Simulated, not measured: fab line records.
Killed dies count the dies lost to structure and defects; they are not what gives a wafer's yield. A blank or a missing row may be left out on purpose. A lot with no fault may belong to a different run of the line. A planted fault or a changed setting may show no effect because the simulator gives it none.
Which tool did it? | flow gf180mcu | Sampling: 6 lots, 18 wafers, 2 of 602 route steps

== WHAT THE GAUGES SHOWED, per wafer ==
GF_HV_LDD_CD_MEAS_31: the cd target is 400 nm.
lot  | measured     | on        | cd nm (nm)
L646 | day 12 23:15 | cd sem-01 | 400.1 399.8 399.6
L648 | day 13 11:45 | cd sem-02 | 398.5 398.0 397.2
L651 | day 14 15:16 | cd sem-01 | 405.9 407.0 405.9
L658 | day 16 15:14 | cd sem-02 | 400.3 403.3 401.9
L661 | day 18 02:58 | cd sem-01 | 402.7 399.7 401.7
L663 | day 18 15:07 | cd sem-01 | 403.8 403.1 402.8

== EACH LOT AND THE TOOL THAT RAN IT (in order: tool; ch and the chambers of the sampled wafers; start) ==
lot  | GF_HV_LDD_COAT_26
L646 | litho track-02 ch 0, day 12 13:22
L648 | litho track-04 ch 0, day 13 01:31
L651 | litho track-02 ch 0, day 14 04:40
L658 | litho track-04 ch 0, day 16 03:25
L661 | litho track-01 ch 0, day 17 15:06
L663 | litho track-01 ch 0, day 18 03:03
- GF_HV_LDD_COAT_26: resist thk 1000 nm.

== THE ANSWER, worked out from the rows above alone ==
Rule: usual is defined by the lots themselves. Put in order of their means at a reading, lots are off if they are a third of the lots or fewer, leave a main group of 4 or more, and stand apart from it by a gap of 3 or more times the standard deviation of the main group's means; of several such gaps the widest counts. Not used: any main group whose means are identical at the precision the tables above print for the reading. Also off: a lot with no number at a reading for which 4 or more lots have one. Any other lot the step has rows for is counted as sound.
No lot is off at any reading shown: from this, nothing can be told.

== WHAT THE SIMULATOR HAD PUT IN ==
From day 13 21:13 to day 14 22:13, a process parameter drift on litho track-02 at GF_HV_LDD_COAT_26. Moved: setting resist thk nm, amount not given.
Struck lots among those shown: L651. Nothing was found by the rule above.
